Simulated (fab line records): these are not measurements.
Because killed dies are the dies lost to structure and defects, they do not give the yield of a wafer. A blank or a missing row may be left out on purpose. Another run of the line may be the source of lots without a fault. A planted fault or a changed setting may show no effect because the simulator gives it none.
Which tool did it? -- flow gf180mcu -- 18 wafers from 6 lots sampled at 2 of the route's 602 steps

WHAT THE GAUGES SHOWED, per wafer
GF_HV_LDD_RS_MEAS_53: a four-point-probe measurement.
lot,measured,on,HV_LDD_RS (ohm/sq)
L968,day 13 19:50,filmMetro-03,419.0 418.4 419.2
L970,day 14 03:50,filmMetro-04,417.6 418.0 419.0
L972,day 14 13:34,filmMetro-01,419.2 418.7 418.4
L977,day 16 10:07,filmMetro-03,413.9 414.5 414.9 414.1 414.1 413.5
L979,day 17 01:10,filmMetro-03,414.1 413.2 415.0 413.5 413.6 415.0
L987,day 19 21:35,filmMetro-03,418.6 417.9 418.3

WHICH TOOL RAN EACH LOT (tool, then ch and the chambers of the sampled wafers, then the start)
lot,GF_HV_LDD_RTA_52
L968,"rtpAnneal-01 ch 0, day 13 19:46"
L970,"rtpAnneal-02 ch 0, day 14 03:45"
L972,"rtpAnneal-01 ch 0, day 14 13:29"
L977,"rtpAnneal-02 ch 0, day 16 10:03"
L979,"rtpAnneal-02 ch 0, day 17 01:05"
L987,"rtpAnneal-02 ch 0, day 19 21:31"
- GF_HV_LDD_RTA_52: time 10 s.

THE ANSWER, worked out from the rows above alone
Rule: the lots themselves supply what counts as usual. The widest of any qualifying gaps counts: lots, ordered by their means at a reading, are off when they make up no more than a third of the lots, leave a main group of 4 or more, and stand apart from it by 3 or more times the standard deviation of that group's means. The tables above print the reading to a certain number of digits; a main group whose means all agree to those digits is not used. A lot without any number at a reading at which 4 lots or more have one is off too. All remaining lots with rows at the step are treated as sound.
Off: at GF_HV_LDD_RS_MEAS_53 (HV_LDD_RS), L977, L979. Mean 418.5 ohm/sq and standard deviation 0.29 in the main group.
A tool fits if, at a process step before that reading, it ran every lot that is off, and no sound lot after the first of them. Gauges at GF_HV_LDD_RS_MEAS_53: tried the same way as those tools. Not one of the candidates tried fits.

WHAT THE SIMULATOR PUT IN
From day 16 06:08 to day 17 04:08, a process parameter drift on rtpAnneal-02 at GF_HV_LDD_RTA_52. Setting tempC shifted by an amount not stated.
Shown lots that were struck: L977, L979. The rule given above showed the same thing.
